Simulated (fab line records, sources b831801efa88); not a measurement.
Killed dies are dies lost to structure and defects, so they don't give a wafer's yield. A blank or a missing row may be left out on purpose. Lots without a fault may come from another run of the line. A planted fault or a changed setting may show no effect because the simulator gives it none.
Chamber matching | flow gf180mcu | GF_STI_ETCH_13 on rie_diel-03: 4 sister chambers
The step etches the open film in CHF3/O2, stops on Si, target depth 282.31 nm, time 112.9 s. 4 wafers are shown with their chamber, then 7 later ones without.

WAFERS WITH THEIR CHAMBER
wafer  | chamber | drypump_motor_current_A (A)
L675.4 | 3       | 5.6
L678.4 | 0       | 5.7
L678.5 | 1       | 5.1
L680.5 | 2       | 4.8

WAFERS WITHOUT THEIR CHAMBER
wafer  | drypump_motor_current_A (A)
L680.6 | 5.0
L682.2 | 5.1
L682.3 | 5.7
L682.4 | 4.9
L689.1 | 5.8
L689.3 | 4.9
L689.5 | 4.9

WHICH CHAMBER EACH WENT THROUGH
wafer  | from the rows above     | in truth
L680.6 | can't be placed: 1 or 2 | 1
L682.2 | 1                       | 1
L682.3 | can't be placed: 0 or 3 | 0
L682.4 | can't be placed: 2 or 1 | 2
L689.1 | can't be placed: 0 or 3 | 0
L689.3 | can't be placed: 2 or 1 | 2
L689.5 | can't be placed: 2 or 1 | 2
Placed correctly: 1 of 7. Can't be placed from these rows: 6 (the true chamber is among the candidates in 6). Placed wrongly: 0.
How it was worked out, from the rows above alone: a wafer's distance from a chamber is the root of the sum, over the readings, of the square of ((its reading less the chamber's mean) divided by the reading's scatter). The wafer belongs to the nearest chamber; if the next one is less than 2 further off, it can't be placed. A chamber's mean is the mean of its shown wafers. The scatter: with one shown wafer a chamber, the root of the mean of the squares of how far each hidden wafer lies from its nearest shown one.
